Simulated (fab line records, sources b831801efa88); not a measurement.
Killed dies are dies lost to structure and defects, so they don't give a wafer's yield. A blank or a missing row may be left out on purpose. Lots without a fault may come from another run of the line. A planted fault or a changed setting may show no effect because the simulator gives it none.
Which tool did it? | flow sfq_line | 14 lots, 42 wafers sampled, at 1 step of a route of 325

WHAT THE GAUGES READ, wafer by wafer
The record holds no reading of a measuring or inspecting step that can be judged against a usual standard deviation.

WHICH TOOL RAN EACH LOT (tool, then ch and the chambers of the sampled wafers, then the start)
lot  | SFQ_TRILAYER_M8_LITHO_COAT_193
L478 | litho_track-01 ch 0, day 81 00:00
L479 | litho_track-04 ch 0, day 82 07:00
L480 | litho_track-03 ch 0, day 82 10:00
L481 | litho_track-01 ch 0, day 82 12:00
L482 | litho_track-03 ch 0, day 82 17:00
L483 | litho_track-04 ch 0, day 82 18:00
L484 | litho_track-01 ch 0, day 85 19:00
L485 | litho_track-03 ch 0, day 89 16:00
L486 | litho_track-04 ch 0, day 89 23:00
L487 | litho_track-01 ch 0, day 94 10:00
L488 | litho_track-03 ch 0, day 95 11:00
L494 | litho_track-01 ch 0, day 96 21:00
L496 | litho_track-01 ch 0, day 97 06:00
L501 | litho_track-03 ch 0, day 98 10:00
- SFQ_TRILAYER_M8_LITHO_COAT_193: resist thk 600 nm.

WHAT THE TOOLS THEMSELVES READ (means of the sampled wafers that have a number; where no wafer has one, the mark that the record gives instead)
SFQ_TRILAYER_M8_LITHO_COAT_193. Usual: dispense_pressure_kPa 50 kPa, standard deviation 3.8; spin_speed_rpm 3000.0 rpm, standard deviation 1.7.
lot  | tool           | dispense_pressure_kPa (kPa) | spin_speed_rpm (rpm) | flag
L478 | litho_track-01 | 54                          | 3000.8               |
L479 | litho_track-04 | 53                          | 3000.7               |
L480 | litho_track-03 | 46                          | 2997.0               |
L481 | litho_track-01 | 54                          | 2998.0               |
L482 | litho_track-03 | 46                          | 3000.1               |
L483 | litho_track-04 | 53                          | 2999.1               |
L484 | litho_track-01 | 54                          | 3000.8               |
L485 | litho_track-03 | 46                          | 3000.3               |
L486 | litho_track-04 | 53                          | 2998.6               |
L487 | litho_track-01 | 54                          | 3000.4               |
L488 | litho_track-03 | 46                          | 2998.6               |
L494 | litho_track-01 | 54                          | 2949.0               | OFF
L496 | litho_track-01 | 54                          | 2946.9               | OFF
L501 | litho_track-03 | 46                          | 3001.4               |

THE ANSWER, worked out from the rows above alone
Rule: a lot is off if the mean of its wafers that have a number lies more than 3 standard deviations from the usual mean. A lot without any number at a reading at which 4 lots or more have one is off too. The other lots that the step has rows for count as sound. The gauges are gone through in route order, then the tools' own readings, and for those a lot's mean is taken as printed above. The first step at which some lot is off is used, and at that step the reading that is off furthest; a lot without a number counts as furthest.
Off: L494, L496, at SFQ_TRILAYER_M8_LITHO_COAT_193 (spin_speed_rpm).
A tool fits if, at that step or a process step before it, it ran every lot that is off, and no sound lot after the first of them. One fits: litho_track-01 at SFQ_TRILAYER_M8_LITHO_COAT_193. Its last sound lot is L487 (day 94 10:00), its first lot that is off L494 (day 96 21:00): a fault that began between those two fits.
The tool's own readings at SFQ_TRILAYER_M8_LITHO_COAT_193 bear it out: on the lots that are off they differ by more than 5 times the standard deviation of the sound lots' means. spin_speed_rpm reads 2947.9 rpm there against 2999.7 rpm on the sound lots.

WHAT THE SIMULATOR HAD PUT IN
Process parameter drift: litho_track-01, from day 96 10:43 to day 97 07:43, at SFQ_TRILAYER_M8_LITHO_COAT_193. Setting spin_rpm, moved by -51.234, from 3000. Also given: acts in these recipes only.
Lots struck among those shown: L494, L496. The rule above found the same.
